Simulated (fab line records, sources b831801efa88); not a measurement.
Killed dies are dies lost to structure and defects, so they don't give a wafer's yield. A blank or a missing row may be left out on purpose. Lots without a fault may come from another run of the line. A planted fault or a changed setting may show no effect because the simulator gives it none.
Which tool did it? | flow sfq_line | 15 lots, 45 wafers sampled, at 1 step of a route of 325

WHAT THE GAUGES READ, wafer by wafer
The record holds no reading of a measuring or inspecting step that can be judged against a usual standard deviation.

WHICH TOOL RAN EACH LOT (tool, then ch and the chambers of the sampled wafers, then the start)
lot  | SFQ_TRILAYER_I2_VIA_LITHO_PEB_070
L382 | litho_track-03 ch 0, day 22 22:44
L384 | litho_track-04 ch 0, day 23 15:34
L385 | litho_track-03 ch 0, day 24 01:40
L386 | litho_track-03 ch 0, day 24 13:45
L390 | litho_track-04, day 25 18:58
L391 | litho_track-03, day 26 07:39
L392 | litho_track-04, day 26 09:58
L396 | litho_track-03 ch 0, day 27 17:10
L397 | litho_track-04 ch 0, day 27 23:57
L398 | litho_track-02 ch 0, day 28 02:19
L399 | litho_track-04 ch 0, day 28 17:31
L401 | litho_track-02 ch 0, day 29 12:42
L402 | litho_track-02 ch 0, day 30 00:42
L404 | litho_track-02 ch 0, day 30 15:06
L405 | litho_track-03 ch 0, day 30 22:16
- SFQ_TRILAYER_I2_VIA_LITHO_PEB_070: peb time 60 s.

WHAT THE TOOLS THEMSELVES READ (means of the sampled wafers that have a number; where no wafer has one, the mark that the record gives instead)
SFQ_TRILAYER_I2_VIA_LITHO_PEB_070. Usual: chill_plate_temp_C 23.03 C, standard deviation 0.095; exhaust_pa 44.9 Pa, standard deviation 0.82.
lot  | tool           | chill_plate_temp_C (C) | exhaust_pa (Pa) | flag
L382 | litho_track-03 | 23.01                  | 44.4            |
L384 | litho_track-04 | 22.95                  | 45.4            |
L385 | litho_track-03 | 23.05                  | 45.2            |
L386 | litho_track-03 | 23.03                  | 44.5            |
L390 | litho_track-04 | -                      | -               | OFF
L391 | litho_track-03 | -                      | -               | OFF
L392 | litho_track-04 | -                      | -               | OFF
L396 | litho_track-03 | 23.09                  | 43.9            |
L397 | litho_track-04 | 23.00                  | 44.7            |
L398 | litho_track-02 | 22.99                  | 44.5            |
L399 | litho_track-04 | 23.08                  | 44.9            |
L401 | litho_track-02 | 23.08                  | 44.8            |
L402 | litho_track-02 | 22.93                  | 45.4            |
L404 | litho_track-02 | 22.97                  | 46.0            |
L405 | litho_track-03 | 23.13                  | 45.4            |

THE ANSWER, worked out from the rows above alone
Rule: a lot is off if the mean of its wafers that have a number lies more than 3 standard deviations from the usual mean. A lot without any number at a reading at which 4 lots or more have one is off too. The other lots that the step has rows for count as sound. The gauges are gone through in route order, then the tools' own readings, and for those a lot's mean is taken as printed above. The first step at which some lot is off is used, and at that step the reading that is off furthest; a lot without a number counts as furthest.
Off: L390, L391, L392, at SFQ_TRILAYER_I2_VIA_LITHO_PEB_070 (chill_plate_temp_C). Without a number there: L390, L391, L392.
A tool fits if, at that step or a process step before it, it ran every lot that is off, and no sound lot after the first of them. None of those tried fits.

WHAT THE SIMULATOR HAD PUT IN
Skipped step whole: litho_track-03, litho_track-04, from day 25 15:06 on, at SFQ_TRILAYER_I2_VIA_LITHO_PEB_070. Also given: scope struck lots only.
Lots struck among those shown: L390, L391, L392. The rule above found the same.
